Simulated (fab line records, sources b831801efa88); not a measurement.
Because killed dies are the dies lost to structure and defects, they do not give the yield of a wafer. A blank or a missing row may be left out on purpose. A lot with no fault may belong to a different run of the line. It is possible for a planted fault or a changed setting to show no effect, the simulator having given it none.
Problem report in the 8D (eight disciplines) form, filled by code / flow sky130 / the parts of the form that need people (team, actions taken, sign-off) are left out

## 1. WHAT IS WRONG
killed_at_M0_to_M3 at SKY_PAD_OPEN_PROBE_99 reads a mean of 90 on 2 wafers of 2 lots; wafers without a fault read 43 with a standard deviation of 6.7. Measured from the usual mean, that is +7.0 standard deviations.
First observed at day 49 21:58: wafer L783.4, on prober-01. At this step, 6 wafers from 2 lots have a number in the record. Rule for "out" (also "out of limits"): further than 4 standard deviations from the usual mean. The other wafers with a number count as sound.

## 2. WHAT IT IS; WHAT IT IS NOT
question=which readings at this step | is=killed_at_M0_to_M3, defect limited yield, killed dies, sort n pass, sort yield pct | is not=killed_at_M4_up, killed at contacts, killed at front end, killed at other, killed open, killed short, sort_bin_6_memory
question=which lots | is=L783, L785 | is not=-
question=which wafers of those lots | is=L783.4, L785.6 | is not=L783.1, L783.3, L785.2, L785.4
question=read on which tools | is=prober-01, prober-02 | is not=-
question=when | is=from day 49 21:58 | is not=up to then (2 sound wafers); but 2 sound wafers of L785 came after

## 3. SUSPECTS, AND WHAT RULES EACH OUT
Counting: any tool at a process step up to the reading remains a suspect provided it ran every lot that is out. Sound lots after the first of them don't rule it out here, since some wafers of a struck lot are sound.
- pvd sputter-01 at SKY_METAL1_SPUTTER_01 (material TiN, target thk 20 nm, time 16.7 s): kept. It ran every lot that is out, first L783 (day 37 07:32).
The count leaves pvd sputter-01 at SKY_METAL1_SPUTTER_01.

## 4. THE CAUSE (what the simulator had put in)
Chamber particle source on pvd sputter-01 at SKY_METAL1_SPUTTER_01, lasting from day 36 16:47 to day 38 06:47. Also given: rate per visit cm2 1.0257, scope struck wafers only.
Counting left only this tool.

## 5. THE EFFECT CHAIN, in route order
Each row: a reading where the mean over the struck wafers with a number is more than 3 standard deviations away from the usual. Readings are gone through only where the record gives a usual standard deviation; hours: the median, over the lots, of the time from a lot's start at the first step in this table giving one to that lot's start at this step; sigmas: the change measured in usual standard deviations.
hours=0; step=SKY_PAD_OPEN_PROBE_99; reading=defect limited yield; usual=82.3 %; on struck wafers=74.1; change=-8.2; sigmas=-4.1
hours=0; step=SKY_PAD_OPEN_PROBE_99; reading=killed_at_M0_to_M3; usual=43; on struck wafers=90; change=+47; sigmas=+7.0
hours=0; step=SKY_PAD_OPEN_PROBE_99; reading=killed dies; usual=87; on struck wafers=128; change=+40; sigmas=+4.2
hours=0; step=SKY_PAD_OPEN_PROBE_99; reading=sort_bin_3_pad_short; usual=0.9 %; on struck wafers=3.1; change=+2.2; sigmas=+5.2
hours=0; step=SKY_PAD_OPEN_PROBE_99; reading=sort_bin_5_function; usual=10.4 %; on struck wafers=16.1; change=+5.7; sigmas=+3.6
hours=0; step=SKY_PAD_OPEN_PROBE_99; reading=sort n pass; usual=405; on struck wafers=364; change=-40; sigmas=-4.2
hours=0; step=SKY_PAD_OPEN_PROBE_99; reading=sort yield pct; usual=82.3 %; on struck wafers=74.1; change=-8.2; sigmas=-4.1
The process steps in it:
- SKY_PAD_OPEN_PROBE_99

## 6. WHAT WOULD HAVE CAUGHT IT SOONER
The fault began at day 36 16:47; the first out-of-limits reading in this record came at day 49 21:58, 317 hours later.
An alarm limit of 4 standard deviations would not have fired on the tool readings at SKY_METAL1_SPUTTER_01 for which the record gives a usual standard deviation, since none of them was out on any struck wafer.
Each of the lots that are out, 2 in all, had begun SKY_METAL1_SPUTTER_01 on pvd sputter-01 no later than day 49 21:58. A hold on the tool at that time would have spared none of them.
